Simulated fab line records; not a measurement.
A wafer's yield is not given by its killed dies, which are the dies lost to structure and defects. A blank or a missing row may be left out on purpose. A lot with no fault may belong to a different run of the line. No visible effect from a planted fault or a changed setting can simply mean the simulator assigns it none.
Split-lot trial    flow sfqLine    on a route of 325 steps: 5 lots, 23 wafers read

ABOUT THE SPLIT
At SFQ_TRILAYER_I6_VIA_LITHO_EXPOSE_170 (exposes mask I6, target cd 700 nm), the setting doseMj was moved away from the recipe's 21.3 on 10 of the 23 wafers read, by -6.6% to +5.1%. This setting was run at the recipe's value on the other wafers.

FROM THE SPLIT TO THE READING: what the file shows between them, 3 steps
- SFQ_TRILAYER_I6_VIA_LITHO_PEB_172: peb time 60 s
- SFQ_TRILAYER_I6_VIA_LITHO_DEVELOP_171: time 60 s
- SFQ_TRILAYER_I6_VIA_BARC_OPEN_VIA_ETCH_235: etches BARC in O2, target depth 125 nm, time 41.7 s

THE READING
I6.cdNm (the simulator's own value, which no gauge read), in nm, at SFQ_TRILAYER_I6_VIA_ETCH_VIA_ETCH_172 (etches SiO2 in CHF3, stops on Nb, target depth 260 nm). The file gives no usual value for it. Here, 13 wafers ran the recipe; their average is 700.1 nm with a standard deviation of 1.9 nm.

wafer   tool, chamber at the split  doseMj as run  against the recipe  I6.cdNm, nm  against lot-mates on the recipe
L074.1  krfScanner-02, 0            21.3           recipe              696.8        -
L074.2  krfScanner-02, 0            19.89          -6.6%               692          -5.7
L074.4  krfScanner-02, 0            21.3           recipe              698.6        -
L074.5  krfScanner-02, 0            19.89          -6.6%               682.1        -15.6
L074.6  krfScanner-02, 0            19.89          -6.6%               686.6        -11.1
L075.1  krfScanner-02, 0            22.38          +5.1%               706.8        +6.0
L075.2  krfScanner-02, 0            21.3           recipe              701.6        -
L075.3  krfScanner-02, 0            22.38          +5.1%               707.7        +6.9
L075.4  krfScanner-02, 0            21.3           recipe              700.6        -
L075.5  krfScanner-02, 0            21.3           recipe              700.3        -
L076.2  krfScanner-02, 0            20.65          -3.1%               698.2        -1.0
L076.3  krfScanner-02, 0            20.65          -3.1%               695.3        -3.9
L076.4  krfScanner-02, 0            21.3           recipe              698.7        -
L076.5  krfScanner-02, 0            20.65          -3.1%               697          -2.2
L076.6  krfScanner-02, 0            21.3           recipe              699.7        -
L078.1  krfScanner-02, 0            21.3           recipe              699.5        -
L078.4  krfScanner-02, 0            21.3           recipe              698.4        -
L078.5  krfScanner-02, 0            21.3           recipe              699.1        -
L083.1  krfScanner-01, 0            21.3           recipe              703.7        -
L083.2  krfScanner-01, 0            20.3           -4.7%               698.4        -4.4
L083.3  krfScanner-01, 0            21.3           recipe              701.9        -
L083.4  krfScanner-01, 0            20.3           -4.7%               696.3        -6.5
L083.5  krfScanner-01, 0            21.3           recipe              702.9        -

THE FIT
A straight line over all 23 wafers: I6.cdNm changes by +1.55 nm for each +1% of doseMj; r = +0.87; the points scatter about the line by 2.9 nm.
The same after taking each lot's own level away (the mean of its wafers on the recipe; 23 wafers): +1.39 nm for each +1%; r = +0.92; scatter 2 nm.
Per that fit: largest doseMj move, reading shift of 9.2 nm.
The lots' own levels span 697.70 to 702.83 nm, that is 2.7 times the standard deviation above.
Hence the slope depends on the lot-to-lot level, as the two fits are not the same.
Check: for one of the wafers moved furthest among these (-6.6%), held out of the fit, the line's prediction against its lot-mates is -9.87 nm. It came out at -5.7 nm against them.

OTHER SPLITS ON THESE WAFERS
Other splits were also applied to these wafers ahead of the reading. Each is held against what the fit with the lots' levels taken away leaves over:
other split on the same wafers                  wafers away from the commonest value  r with I6.cdNm (lot level and that fit taken away)
SFQ_TRILAYER_A5B_DEP_PECVD_129 timeS            9                                     -0.22
SFQ_TRILAYER_R5_LITHO_COAT_141 resistThkNm      5                                     -0.53
SFQ_TRILAYER_R5_BARC_OPEN_METAL_ETCH_177 timeS  9                                     -0.04
SFQ_TRILAYER_R5_ETCH_METAL_ETCH_139 biasW       11                                    -0.22
SFQ_TRILAYER_C5_BARC_OPEN_VIA_ETCH_210 timeS    10                                    -0.15
SFQ_TRILAYER_M6_LITHO_EXPOSE_160 doseMj         11                                    +0.08
SFQ_TRILAYER_M6_ETCH_METAL_ETCH_162 icpW        8                                     +0.15
SFQ_TRILAYER_I6_CMP_CMP_166 leaveAboveRefNm     10                                    -0.37

THE WHOLE CHAIN: every reading that the file lists as answering this split, in the file's order
step                                        what it does                                           reading                                                   change (the file's fit)               r (the file's)
SFQ_TRILAYER_I6_VIA_BARC_OPEN_VIA_ETCH_235  etches BARC in O2, target depth 125 nm, time 41.7 s    I6.cdNm (the simulator's own value, which no gauge read)  +1.52 nm for each +1% of the setting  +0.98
SFQ_TRILAYER_I6_VIA_ETCH_VIA_ETCH_172       etches SiO2 in CHF3, stops on Nb, target depth 260 nm  I6.cdNm (the simulator's own value, which no gauge read)  +1.36 nm for each +1% of the setting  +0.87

THE FILE'S OWN FIT
I6.cdNm changes by +1.36 nm for each +1% of doseMj, r = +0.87.
